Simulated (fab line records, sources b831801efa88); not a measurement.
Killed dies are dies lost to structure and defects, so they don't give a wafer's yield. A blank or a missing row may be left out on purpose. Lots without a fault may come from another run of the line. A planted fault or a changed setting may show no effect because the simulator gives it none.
A struck lot beside a sound one | flow sky130 | 14 steps out of a route of 708
Sound: wafers L189.2, L189.5, L189.6. Struck: wafers L201.3, L201.4, L201.6. The cause comes at the end.
At each step with rows: each side's tool, then ch and its chambers, then its first start. Under that, the readings that differ: sound wafers | struck wafers | difference of the means | sigmas: that difference in standard deviations of wafers without a fault.
alike: readings whose means differ by less than 2 such deviations, and words and numbers that are the same on both sides. not compared: withheld readings, readings that some wafer has no value for, bounds like >300 that may hide the same value, and numbers for which the record gives no deviation and whose values overlap.
The two part at a step that has a row with sigmas, a row that says differs or no value, or rows on one side only. Numbers that don't overlap but have no deviation are shown without sigmas and don't part them. A reading that every wafer of one side lacks parts them only if that side has two wafers or more.

first, 3 steps without rows for these wafers: SKY_FIELD_ISO_EXPOSE_10 (exposes mask FOM, target cd 150 nm); SKY_FIELD_ISO_PEB_11; SKY_FIELD_ISO_DEVELOP_12 (develop time 60 s).
SKY_FIELD_ISO_CD_MEAS_13: target cd 150 nm.
  sound on cd_sem-01, day 2 12:13; struck on cd_sem-01, day 5 01:23
  alike: cd_nm
SKY_FIELD_ISO_ETCH_14: etches BARC in N2/H2, stops on SiO2, time 45.9 s, target depth 60 nm.
  sound on rie_diel-01 ch 0,3, day 2 12:19; struck on rie_diel-01 ch 2,3, day 5 01:28
  alike: drypump_motor_current_A, oes_product_au, rf_fwd_power_W, throttle_valve_pct
  not compared: rf_hours_counter_h
SKY_FIELD_ISO_ETCH_15: etches the open film in CHF3/O2, stops on Si, target depth 180 nm, time 72 s.
  sound on rie_diel-01 ch 0,3, day 2 12:22; struck on rie_diel-01 ch 2,3, day 5 01:31
  alike: drypump_motor_current_A, oes_product_au, rf_fwd_power_W, throttle_valve_pct
  not compared: rf_hours_counter_h
SKY_FIELD_ISO_STRIP_16: strips in O2/N2.
  sound on plasma_asher-02 ch 0,1, day 2 12:25; struck on plasma_asher-04 ch 0,1, day 5 01:36
  reading                      | sound             | struck            | difference | sigmas
  strip_time_to_endpoint_s (s) | 3.460 3.461 3.443 | 3.518 3.515 3.546 | +0.072     | +3
  alike: drypump_motor_current_A, oes_product_au
  not compared: rf_hours_counter_h
SKY_FIELD_ISO_ETCH_17: etches Si in HBr/Cl2/O2, target depth 342 nm, time 101 s.
  sound on rie_si-01 ch 1,3, day 2 12:31; struck on rie_si-02 ch 1,2,3, day 5 01:40
  alike: drypump_motor_current_A, oes_product_au, throttle_valve_pct
  not compared: rf_hours_counter_h
then, 4 steps without rows for these wafers: SKY_FIELD_ISO_WET_ETCH_18 (etches Si3N4 in H3PO4, target depth 25 nm, time 286 s); SKY_FIELD_ISO_CLEAN_19 (cleans in SC1/SC2, time 150 s); SKY_FIELD_ISO_CLEAN_20 (cleans in dHF, time 20 s); SKY_FIELD_ISO_WET_ETCH_21 (etches SiO2 in dHF, target depth 20 nm, time 400 s).
SKY_FIELD_ISO_OXIDATION_22: stabilise 600 s, purge 300 s, target thk 10 nm.
  sound on furnace-02 ch 0, day 2 12:53; struck on furnace-01, day 5 02:43
  no value came back on the struck wafers for ox_temp_c (C), ox_temp_c_max, spike_tc_centre_C (C), zone_power_bottom_pct (%); on the sound wafers ox_temp_c (C) reads 950.6 950.1 949.9
then, 1 step without rows for these wafers: SKY_FIELD_ISO_CVD_24 (deposits SiO2, target thk 595 nm, time 99.2 s).

WHERE THEY PART
First at SKY_FIELD_ISO_STRIP_16; last, within this record, at SKY_FIELD_ISO_OXIDATION_22.

WHY: what the simulator had put in
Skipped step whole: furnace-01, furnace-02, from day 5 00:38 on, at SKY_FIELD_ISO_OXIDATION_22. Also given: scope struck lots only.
